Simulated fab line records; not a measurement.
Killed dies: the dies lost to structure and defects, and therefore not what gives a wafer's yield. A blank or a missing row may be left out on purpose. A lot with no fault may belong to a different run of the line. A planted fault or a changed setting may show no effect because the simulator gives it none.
One fault seen from 2 desks || flow gf180mcu || each desk has only its own numbers; what lay behind them comes last

== AT THE TOOL OWNER'S DESK: lpcvd-02 ==
The tool's own readings at GF_STI_CVD_03 (deposits Si3N4 from DCS/NH3, target thk 207.16 nm, time 3551 s): means of the sampled wafers that have a number, for each lot that ran on this tool. The brackets show how far a lot's mean lies from the usual mean; more than 4 standard deviations puts the lot out of limits, marked OUT.
Columns: A = spike tc centre C at GF_STI_CVD_03, usual 770.8 C; B = susceptor temp C at GF_STI_CVD_03, usual 770.0 C
{"lot": "L549", "first seen here": "day 1 11:34", "A": 770.4, "B": 769.8}
{"lot": "L551", "first seen here": "day 1 21:34", "A": 771.4, "B": 770.1}
{"lot": "L553", "first seen here": "day 2 08:18", "A": 770.8, "B": "-"}
{"lot": "L554", "first seen here": "day 2 13:19", "A": 770.7, "B": "-"}
{"lot": "L555", "first seen here": "day 2 17:34", "A": 771.9, "B": "-"}
{"lot": "L570", "first seen here": "day 5 20:34", "A": 771.9, "B": 770.0}
{"lot": "L571", "first seen here": "day 6 02:30", "A": 770.6, "B": 769.8}
This desk's finding: nothing out of limits on any of the 7 lots.

== METROLOGY DESK ==
Means of the sampled wafers that have a number, per lot and without regard to the tool the lot ran on: this is what the gauges read. The brackets show how far a lot's mean lies from the usual mean; more than 4 standard deviations puts the lot out of limits, marked OUT.
Columns: A = STI_OXIDATION_THK at GF_STI_THK_MEAS_02, usual 10.09 nm; B = STI_CVD_03_THK at GF_STI_THK_MEAS_04, usual 209.4 nm; C = MVSD_OVL at GF_MVSD_OVL_MEAS_07, usual -0.4 nm
{"lot": "L549", "first seen here": "day 1 11:31", "A": 10.22, "B": 211.0, "C": -0.2}
{"lot": "L551", "first seen here": "day 1 21:31", "A": 10.02, "B": 212.6, "C": -0.1}
{"lot": "L553", "first seen here": "day 2 08:15", "A": 9.65, "B": "166.9 (-20) OUT", "C": 0.2}
{"lot": "L554", "first seen here": "day 2 13:16", "A": 9.72, "B": "171.6 (-18) OUT", "C": 0.6}
{"lot": "L555", "first seen here": "day 2 17:31", "A": 10.02, "B": "166.9 (-20) OUT", "C": -1.2}
{"lot": "L557", "first seen here": "day 3 03:31", "A": 10.11, "B": 208.9, "C": 0.2}
{"lot": "L564", "first seen here": "day 4 14:52", "A": 10.16, "B": 208.8, "C": -0.2}
{"lot": "L566", "first seen here": "day 5 00:31", "A": 9.91, "B": 209.7, "C": -2.0}
{"lot": "L568", "first seen here": "day 5 10:55", "A": 10.24, "B": 211.7, "C": -0.3}
{"lot": "L569", "first seen here": "day 5 15:32", "A": 10.04, "B": 212.1, "C": 0.2}
{"lot": "L570", "first seen here": "day 5 20:31", "A": 9.74, "B": 210.5, "C": -0.2}
{"lot": "L571", "first seen here": "day 6 02:26", "A": 10.44, "B": 209.0, "C": -2.4}
Per this desk, out of limits: L553, L554, L555; the first was L553, day 2 10:18 (STI_CVD_03_THK at GF_STI_THK_MEAS_04). Within limits: L549, L551, L557, L564, L566, L568, L569, L570, L571.

== TAKEN TOGETHER ==
Metrology desk: alarm possible at day 2 10:18 on L553, L554, L555.
The desk of the tool owner found nothing out of limits.
On record at the tool owner's desk: L553, L554, L555, within its limits.
The lots listed all ran GF_STI_CVD_03 on lpcvd-02.

== WHAT HAD BEEN PUT IN BY THE SIMULATOR ==
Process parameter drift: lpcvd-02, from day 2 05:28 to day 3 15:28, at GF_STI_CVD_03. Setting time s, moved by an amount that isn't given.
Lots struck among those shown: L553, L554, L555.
Hours from the fault's start to each desk's first reading out of limits: the metrology desk, 5.
